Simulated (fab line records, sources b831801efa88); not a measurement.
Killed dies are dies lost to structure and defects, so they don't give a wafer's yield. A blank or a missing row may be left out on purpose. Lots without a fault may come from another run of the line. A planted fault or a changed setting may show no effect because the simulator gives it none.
A sampling plan put to the test | flow sky130 | one fab line, 25 faults that these records tell of, each judged on the records of the lots that it struck; 12 more are left out, because the records don't allow judging them
The plan is the line's own looks: the steps of the route at which a gauge or an inspection reads the wafer and doesn't change it. A look can be judged if struck wafers have a number there and the file gives its usual mean and standard deviation on fault-free wafers. Caught: at a look after the fault's first step, the mean of the struck wafers lies 4 or more of those standard deviations (sigma) from the usual mean. On the tool: the same test on the tool's own readings at the fault's steps. Another recipe on the struck wafers, or a record that is blank for them alone, also counts as caught.

THE FAULTS, as the simulator had put them in
1. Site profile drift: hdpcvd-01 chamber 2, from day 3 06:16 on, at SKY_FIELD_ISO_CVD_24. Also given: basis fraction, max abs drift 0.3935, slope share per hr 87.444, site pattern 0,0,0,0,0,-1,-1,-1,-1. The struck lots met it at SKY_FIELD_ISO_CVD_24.
2. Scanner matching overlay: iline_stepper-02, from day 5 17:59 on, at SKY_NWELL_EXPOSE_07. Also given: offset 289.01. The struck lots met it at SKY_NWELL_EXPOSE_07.
3. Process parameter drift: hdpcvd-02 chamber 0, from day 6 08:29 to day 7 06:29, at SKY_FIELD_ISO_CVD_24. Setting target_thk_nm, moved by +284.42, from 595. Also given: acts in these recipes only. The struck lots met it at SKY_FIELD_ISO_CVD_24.
4. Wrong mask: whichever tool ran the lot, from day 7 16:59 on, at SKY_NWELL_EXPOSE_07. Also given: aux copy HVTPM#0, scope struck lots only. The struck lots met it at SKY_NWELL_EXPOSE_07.
5. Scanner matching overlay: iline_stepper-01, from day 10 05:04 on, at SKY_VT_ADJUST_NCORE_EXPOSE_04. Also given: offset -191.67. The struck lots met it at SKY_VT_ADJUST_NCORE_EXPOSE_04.
6. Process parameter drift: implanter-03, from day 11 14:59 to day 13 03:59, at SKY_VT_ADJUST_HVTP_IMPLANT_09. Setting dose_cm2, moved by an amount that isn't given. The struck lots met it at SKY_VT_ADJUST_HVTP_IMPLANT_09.
7. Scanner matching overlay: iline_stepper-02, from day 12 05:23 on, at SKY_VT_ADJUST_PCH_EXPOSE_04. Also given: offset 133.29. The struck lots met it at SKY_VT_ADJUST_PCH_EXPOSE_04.
8. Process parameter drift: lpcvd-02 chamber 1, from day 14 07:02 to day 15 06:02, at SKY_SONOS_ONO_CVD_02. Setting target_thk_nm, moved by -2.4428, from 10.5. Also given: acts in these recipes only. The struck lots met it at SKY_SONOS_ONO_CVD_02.
9. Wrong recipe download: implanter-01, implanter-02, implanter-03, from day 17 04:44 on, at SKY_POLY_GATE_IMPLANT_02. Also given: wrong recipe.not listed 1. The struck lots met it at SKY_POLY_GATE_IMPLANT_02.
10. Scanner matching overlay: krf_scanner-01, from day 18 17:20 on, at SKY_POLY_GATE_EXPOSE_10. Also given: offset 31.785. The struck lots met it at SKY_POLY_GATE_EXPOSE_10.
11. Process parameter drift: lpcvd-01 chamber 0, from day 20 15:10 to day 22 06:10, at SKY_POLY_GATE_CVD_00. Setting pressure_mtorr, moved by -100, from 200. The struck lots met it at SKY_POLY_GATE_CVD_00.
12. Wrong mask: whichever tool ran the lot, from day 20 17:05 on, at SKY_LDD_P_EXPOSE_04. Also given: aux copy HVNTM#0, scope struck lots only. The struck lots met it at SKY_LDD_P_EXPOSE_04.
13. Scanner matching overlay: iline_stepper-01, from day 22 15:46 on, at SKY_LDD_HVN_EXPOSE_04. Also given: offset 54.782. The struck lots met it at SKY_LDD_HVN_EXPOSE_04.
14. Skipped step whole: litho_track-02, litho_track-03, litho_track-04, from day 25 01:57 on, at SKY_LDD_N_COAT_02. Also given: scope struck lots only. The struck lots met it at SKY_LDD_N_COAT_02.
15. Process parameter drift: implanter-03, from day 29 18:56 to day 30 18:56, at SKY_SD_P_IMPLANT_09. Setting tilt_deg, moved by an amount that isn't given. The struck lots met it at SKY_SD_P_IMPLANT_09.
16. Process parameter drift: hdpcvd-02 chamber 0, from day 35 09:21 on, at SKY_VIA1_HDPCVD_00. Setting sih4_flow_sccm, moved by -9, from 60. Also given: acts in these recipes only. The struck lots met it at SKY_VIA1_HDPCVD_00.
17. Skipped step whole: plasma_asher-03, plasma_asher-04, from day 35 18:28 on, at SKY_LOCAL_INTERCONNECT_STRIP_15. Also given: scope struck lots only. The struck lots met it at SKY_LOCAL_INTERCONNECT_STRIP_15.
18. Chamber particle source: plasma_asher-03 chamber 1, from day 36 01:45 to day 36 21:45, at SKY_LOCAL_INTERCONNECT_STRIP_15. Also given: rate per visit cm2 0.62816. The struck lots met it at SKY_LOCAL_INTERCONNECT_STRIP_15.
19. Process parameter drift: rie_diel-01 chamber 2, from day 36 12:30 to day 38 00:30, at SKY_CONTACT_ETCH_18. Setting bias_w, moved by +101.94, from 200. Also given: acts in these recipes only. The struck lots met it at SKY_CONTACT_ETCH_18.
20. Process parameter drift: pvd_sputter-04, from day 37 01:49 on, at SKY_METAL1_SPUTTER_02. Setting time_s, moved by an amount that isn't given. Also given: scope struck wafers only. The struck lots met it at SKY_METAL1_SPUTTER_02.
21. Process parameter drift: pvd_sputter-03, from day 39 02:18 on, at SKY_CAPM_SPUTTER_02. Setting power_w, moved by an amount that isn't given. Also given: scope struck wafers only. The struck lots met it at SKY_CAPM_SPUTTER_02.
22. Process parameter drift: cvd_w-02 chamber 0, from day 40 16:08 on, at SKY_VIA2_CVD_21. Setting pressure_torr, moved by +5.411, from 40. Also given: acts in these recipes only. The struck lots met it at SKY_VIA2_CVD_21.
23. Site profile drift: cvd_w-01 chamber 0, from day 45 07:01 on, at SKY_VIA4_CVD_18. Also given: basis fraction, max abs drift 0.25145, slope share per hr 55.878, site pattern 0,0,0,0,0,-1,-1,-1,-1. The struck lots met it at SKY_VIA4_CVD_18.
24. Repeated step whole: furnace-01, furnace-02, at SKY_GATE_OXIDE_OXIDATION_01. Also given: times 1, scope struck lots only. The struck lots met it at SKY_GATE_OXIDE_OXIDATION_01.
25. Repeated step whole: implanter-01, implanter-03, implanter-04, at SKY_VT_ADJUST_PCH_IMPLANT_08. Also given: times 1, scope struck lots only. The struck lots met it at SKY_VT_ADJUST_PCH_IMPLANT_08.

WHAT THE PLAN SAW
fault | on the tool itself                               | first look that catches it                      | reading, sigma                    | median hours from its first step to that look | hours from the fault's start to the first struck lot there | judged looks passed uncaught
1     | no reading that can be judged                    | SKY_FIELD_ISO_THK_MEAS_25                       | FIELD_ISO_CVD_24_THK -16          | 0.1                                           | 0                                                          | 0
2     | no reading that can be judged                    | SKY_NWELL_OVL_MEAS_10                           | NWELL_00_OVL +99 or beyond        | 9.5                                           | 10                                                         | 0
3     | no reading that can be judged                    | SKY_FIELD_ISO_THK_MEAS_25                       | FIELD_ISO_CVD_24_THK +46          | 0.1                                           | 2                                                          | 0
4     | under 2 sigma                                    | SKY_NWELL_TW_MEAS_15                            | NWELL_TW -99 or beyond            | 11.0                                          | 13                                                         | 0
5     | under 2 sigma                                    | SKY_VT_ADJUST_NCORE_OVL_MEAS_08                 | VT_ADJUST_NCORE_OVL -99 or beyond | 12.0                                          | 13                                                         | 0
6     | dose_ions_cm2 +97 sigma                          | no look after it can be judged                  | -                                 | -                                             | -                                                          | 0
7     | under 2 sigma                                    | SKY_VT_ADJUST_PCH_OVL_MEAS_07                   | VT_ADJUST_PCH_OVL +95             | 12.8                                          | 15                                                         | 0
8     | under 2 sigma                                    | SKY_SONOS_ONO_THK_MEAS_03                       | SONOS_ONO_CVD_02_THK -15          | 1.6                                           | 7                                                          | 0
9     | under 2 sigma                                    | SKY_RES_PROTECT_TW_MEAS_08                      | POLY_GATE_TW -7.3                 | 0.2                                           | 0                                                          | 0
10    | under 2 sigma                                    | SKY_POLY_GATE_OVL_MEAS_14                       | POLY_GATE_OVL +6.2                | 14.9                                          | 17                                                         | 0
11    | pressure_mtorr -99 or beyond sigma               | SKY_POLY_GATE_THK_MEAS_01                       | POLY_GATE_CVD_00_THK -42          | 1.2                                           | 6                                                          | 0
12    | no reading that can be judged                    | SKY_LDD_P_TW_MEAS_11                            | LDD_P_TW -81                      | 15.4                                          | 19                                                         | 0
13    | no reading that can be judged                    | SKY_LDD_HVN_OVL_MEAS_07                         | LDD_HVN_OVL +37                   | 14.5                                          | 17                                                         | 0
14    | the tool's record is blank for the struck wafers | SKY_LDD_P_TW_MEAS_11                            | LDD_P_TW +99 or beyond            | 44.6                                          | 47                                                         | 1
15    | tilt_deg +99 or beyond sigma                     | SKY_SD_P_TW_MEAS_11                             | SD_P_TW +5.9                      | 0.2                                           | 6                                                          | 0
16    | sih4_flow_sccm -53 sigma                         | SKY_VIA1_THK_MEAS_01                            | VIA1_HDPCVD_THK -15               | 0.1                                           | 21                                                         | 0
17    | the tool's record is blank for the struck wafers | no look after it can be judged                  | -                                 | -                                             | -                                                          | 0
18    | under 2 sigma                                    | none of the 6 looks that can be judged after it | -                                 | -                                             | -                                                          | 6
19    | bias_w +99 or beyond sigma                       | no look after it can be judged                  | -                                 | -                                             | -                                                          | 0
20    | under 2 sigma                                    | SKY_METAL1_RS_MEAS_05                           | METAL1_ALCU_RS +4.6               | 0.1                                           | 15                                                         | 0
21    | cathode_dc_power_W -99 or beyond sigma           | SKY_CAPM_RS_MEAS_03                             | CAPM_TIN_RS +4.0                  | 0.1                                           | 24                                                         | 0
22    | chamber_pressure_Torr +59 sigma                  | SKY_VIA2_RS_MEAS_22                             | VIA2_W_RS -6.5                    | 0.1                                           | 2                                                          | 0
23    | under 2 sigma                                    | SKY_VIA4_RS_MEAS_19                             | VIA4_W_RS +9.4                    | 0.1                                           | 10                                                         | 0
24    | under 2 sigma                                    | SKY_GATE_OXIDE_THK_MEAS_02                      | GATE_OXIDE_OXIDATION_00_THK +31   | 4.0                                           | -                                                          | 0
25    | no reading that can be judged                    | SKY_VT_ADJUST_PCH_TW_MEAS_10                    | VT_ADJUST_PCH_TW +13              | 0.7                                           | -                                                          | 0
A dash: the fault isn't caught, or these records don't give the number.

Caught at a look: 21 of 25. Caught on the tool: 9 of 25. By one or the other: 24 of 25.
Caught on the tool alone: faults 6, 17, 19.
Caught at a look alone: faults 1, 2, 3, 4, 5, 7, 8, 9, 10, 12, 13, 20, 23, 24, 25.
Caught by neither: fault 18.

THINNER SAMPLING
If the look that catches a fault measured only every second or every third lot, by lot number, the first struck lot would be measured this late in the worst case:
fault | struck lots at that look, in order of time | every lot | every second lot | every third lot
1     | L103, L104, L106, L107                     | 0 h       | 0 h              | may miss all 4
2     | L322, L323, L325                           | 10 h      | 14 h             | may miss all 3
3     | L502, L503                                 | 2 h       | 10 h             | may miss all 2
4     | L389                                       | 13 h      | may miss it      | may miss it
5     | L514, L515, L517, L519                     | 13 h      | 21 h             | 48 h
7     | L821, L822, L823, L824                     | 15 h      | 24 h             | 36 h
8     | L766                                       | 7 h       | may miss it      | may miss it
9     | L380, L381, L383                           | 0 h       | 0 h              | may miss all 3
10    | L308, L309, L312                           | 17 h      | 30 h             | may miss all 3
11    | L948                                       | 6 h       | may miss it      | may miss it
12    | L648                                       | 19 h      | may miss it      | may miss it
13    | L160, L161, L162, L163                     | 17 h      | 30 h             | 41 h
14    | L182, L183, L184                           | 47 h      | 52 h             | 58 h
15    | L260, L261                                 | 6 h       | 13 h             | may miss all 2
16    | L190, L192                                 | 21 h      | may miss all 2   | may miss all 2
20    | L398                                       | 15 h      | may miss it      | may miss it
21    | L302                                       | 24 h      | may miss it      | may miss it
22    | L752, L753, L754, L756                     | 2 h       | 11 h             | 25 h
23    | L488, L490                                 | 10 h      | may miss all 2   | may miss all 2
Hours are from the fault's start to the first struck lot that is measured. The limit of 4 sigma was tested on all struck wafers together, so one lot alone may lie under it. Other struck lots may not be in these records.

THE LONGEST TIMED WAY FROM STEP TO LOOK
Fault 14: a median of 44.6 hours passes between SKY_LDD_N_COAT_02 and SKY_LDD_P_TW_MEAS_11. The look between them that can be judged stayed within 4 sigma: SKY_LDD_N_TW_MEAS_17.
